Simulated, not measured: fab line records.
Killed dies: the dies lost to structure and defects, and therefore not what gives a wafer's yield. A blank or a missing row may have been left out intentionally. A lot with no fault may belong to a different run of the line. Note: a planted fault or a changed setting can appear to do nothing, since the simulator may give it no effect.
A lot that was struck, set against a sound lot :: flow sky130 :: 43 out of 708 route steps
Sound: these wafers, L358.1, L358.4, L358.5. Wafers L374.1, L374.3, L374.5 were the ones struck. The cause is given at the end.
Per side, at each step with rows, come the tool, then ch with its chambers, and then its first start. Under that, the readings that differ: sound wafers :: struck wafers :: difference of the means :: sigmas: that difference in standard deviations of wafers without a fault.
alike: readings with means less than 2 such deviations apart, plus words and numbers identical on both sides. not compared: withheld readings, readings lacking a value on some wafer, bounds such as >300 that could conceal the same value, and numbers that have no deviation in the record and whose values overlap.
The two part at a step that has a row with sigmas, a row that says differs or no value, or rows on one side only. Numbers that have no deviation but don't overlap get no sigmas and don't part them. A reading that every wafer of one side lacks parts them only if that side has two wafers or more.

SKY_VIA1_ETCH_14: etches BARC in N2/H2, stops on SiO2, time 45.9 s, target depth 60 nm.
  sound on rieDiel-02 ch 0,1,3, day 33 21:16; struck on rieDiel-04 ch 0,2, day 39 00:28
  alike: drypumpMotorCurrentA, oesProductAu, throttleValvePct
  not compared: rfHoursCounterH
then, 5 steps without rows for these wafers: SKY_VIA1_ETCH_15 (etches SiO2 in C4F8/O2/Ar, stops on TiN, target depth 351 nm, time 54 s); SKY_VIA1_STRIP_16 (strips in O2/N2); SKY_VIA1_STRIP_17 (strips in post etch residue remover, time 1200 s); SKY_VIA1_CLEAN_18 (cleans in IPA, time 180 s); SKY_VIA1_CLEAN_19 (cleans in O3/DIW).
SKY_VIA1_SPUTTER_20: material TiN, target thk 20 nm, time 80 s.
  struck on pvdSputter-03, day 39 01:09; sound on pvdSputter-01, day 33 22:04
  alike: throttleValvePct
then, 1 step without rows for these wafers: SKY_VIA1_CVD_21 (deposits W, target thk 270 nm, time 80.902 s).
SKY_VIA1_RS_MEAS_22: measures by four-point-probe.
  struck on filmMetro-01, day 39 01:19; sound on filmMetro-04, day 33 22:13
  alike: VIA1_W_RS
SKY_VIA1_THK_MEAS_23: measures by xrf.
  struck on filmMetro-01, day 39 01:26; sound on filmMetro-04, day 33 22:20
  alike: VIA1_W_THK
then, 2 steps without rows for these wafers: SKY_VIA1_CMP_24 (polishes, stops on SiO2, t overpolish 15 s, target thk 0 nm); SKY_METAL2_SPUTTER_00 (material Ti, target thk 15 nm, time 10 s).
SKY_METAL2_SPUTTER_01: material TiN, target thk 20 nm, time 16.7 s.
  struck on pvdSputter-04, day 39 01:49; sound on pvdSputter-02, day 33 22:43
  alike: throttleValvePct
then, 1 step without rows for these wafers: SKY_METAL2_SPUTTER_02 (material AlCu, target thk 250 nm, time 13.67 s).
SKY_METAL2_SPUTTER_03: material Ti, target thk 5 nm, time 3.3 s.
  struck on pvdSputter-04, day 39 01:52; sound on pvdSputter-02, day 33 22:46
  alike: throttleValvePct
then, 1 step without rows for these wafers: SKY_METAL2_SPUTTER_04 (material TiN, target thk 70 nm, time 58.3 s).
SKY_METAL2_RS_MEAS_05: measures by four-point-probe.
  struck on filmMetro-02, day 39 01:56; sound on filmMetro-02, day 33 22:51
  alike: METAL2_ALCU_RS
SKY_METAL2_THK_MEAS_06: measures by xrf.
  struck on filmMetro-02, day 39 02:03; sound on filmMetro-02, day 33 22:58
  alike: METAL2_ALCU_THK
then, 8 steps without rows for these wafers: SKY_METAL2_DEHYDRATE_07 (time 60 s); SKY_METAL2_HMDS_08 (prime time 60 s); SKY_METAL2_COAT_09 (resist thk 60 nm); SKY_METAL2_COAT_10 (resist thk 450 nm); SKY_METAL2_SOFTBAKE_11 (time 90 s); SKY_METAL2_EXPOSE_12 (exposes mask MM2, target cd 140 nm); SKY_METAL2_PEB_13; SKY_METAL2_DEVELOP_14 (develop time 60 s).
SKY_METAL2_CD_MEAS_15 targets a cd of 140 nm.
  struck on cdSem-02, day 40 03:25; sound on cdSem-02, day 35 00:40
  alike: cdNm
SKY_METAL2_OVL_MEAS_16:
  struck on overlay-02, day 40 03:32; sound on overlay-02, day 35 00:47
  alike: METAL2_OVL
then, 1 step without rows for these wafers: SKY_METAL2_DESCUM_17 (chemistry O2, time 8 s).
SKY_METAL2_ETCH_18: etches BARC in N2/H2, stops on SiO2, time 45.9 s, target depth 60 nm.
  sound on rieMetal-01 ch 0,1, day 35 00:51; struck on rieMetal-01 ch 0,1, day 40 03:36
  alike: drypumpMotorCurrentA, oesProductAu, throttleValvePct
  not compared: rfHoursCounterH
then, 6 steps without rows for these wafers: SKY_METAL2_METAL_ETCH_19 (etches the open film in Cl2/BCl3, stops on SiO2, target depth 360 nm, time 78 s); SKY_METAL2_STRIP_20 (strips in O2/N2); SKY_METAL2_STRIP_21 (strips in post etch residue remover, time 1200 s); SKY_METAL2_CLEAN_22 (cleans in IPA, time 180 s); SKY_METAL2_CLEAN_23 (cleans in O3/DIW); SKY_VIA2_HDPCVD_00 (deposits SiO2, target thk 1180 nm, time 196.7 s).
SKY_VIA2_THK_MEAS_01:
  struck on filmMetro-02, day 40 04:32; sound on filmMetro-03, day 35 01:46
  alike: VIA2_HDPCVD_THK
SKY_VIA2_CMP_02: polishes SiO2.
  sound on cmp-02 ch 2,3, day 35 01:49; struck on cmp-02 ch 0,1, day 40 04:39
  alike: motorCurrentA
SKY_VIA2_BOW_MEAS_03:
  struck on filmMetro-01, day 40 04:54; sound on filmMetro-01, day 35 02:07
  alike: VIA2_BOW
then, 3 steps without rows for these wafers: SKY_VIA2_DEHYDRATE_04 (time 60 s); SKY_VIA2_HMDS_05 (prime time 60 s); SKY_VIA2_COAT_06 (resist thk 60 nm).
-- the record jumps here: 9 days lie between the struck wafers' starts before and after (it left off in module VIA2 and takes up again in module PAD_OPEN, whose first step shown is number 708 of the route) --
SKY_PAD_OPEN_PROBE_99:
  struck on prober-01, day 49 16:24; sound on prober-01, day 45 16:36
reading: defectLimitedYield (%)
sound: 82.9 85.0 81.5
struck: 72.0 76.4 73.8
difference: -9.1
sigmas: -5

reading: killed_at_M0_to_M3
sound: 41 29 39
struck: 101 67 85
difference: +48
sigmas: +7

reading: killedDies
sound: 84 74 91
struck: 138 116 129
difference: +45
sigmas: +5

reading: sort_bin_3_pad_short (%)
sound: 0.4 0.2 0.8
struck: 3.0 2.4 1.4
difference: +1.8
sigmas: +4

reading: sort_bin_5_function (%)
sound: 11.6 9.6 8.9
struck: 17.9 12.6 17.3
difference: +5.9
sigmas: +4

reading: sortNPass
sound: 407 418 401
struck: 354 376 363
difference: -44
sigmas: -4

reading: sortYieldPct (%)
sound: 82.7 85.0 81.5
struck: 72.0 76.4 73.8
difference: -9.0
sigmas: -4

reading: model.etest.tester.sortNPass
sound: 407 418 401
struck: 354 376 363
difference: -44
sigmas: 

reading: model.etest.tester.sortYieldPct (%)
sound: 82.72 84.96 81.5
struck: 71.95 76.42 73.78
difference: -9.01
sigmas: 

reading: model.etest.tester.sort_bin_5_pct (%)
sound: 11.59 9.553 8.943
struck: 17.89 12.6 17.28
difference: +5.89
sigmas: 

reading: model.etest.tester.sort_bin_3_pct (%)
sound: 0.4065 0.2033 0.813
struck: 3.049 2.439 1.423
difference: +1.829
sigmas: 
  alike: killed_at_M4_up, killedAtContacts, killedAtFrontEnd, killedAtOther, killedOpen, killedShort, sort_bin_6_memory, sort_bin_8_speed

== WHERE THEY PART ==
Only at SKY_PAD_OPEN_PROBE_99, within this record.

WHY: whatever the simulator had introduced
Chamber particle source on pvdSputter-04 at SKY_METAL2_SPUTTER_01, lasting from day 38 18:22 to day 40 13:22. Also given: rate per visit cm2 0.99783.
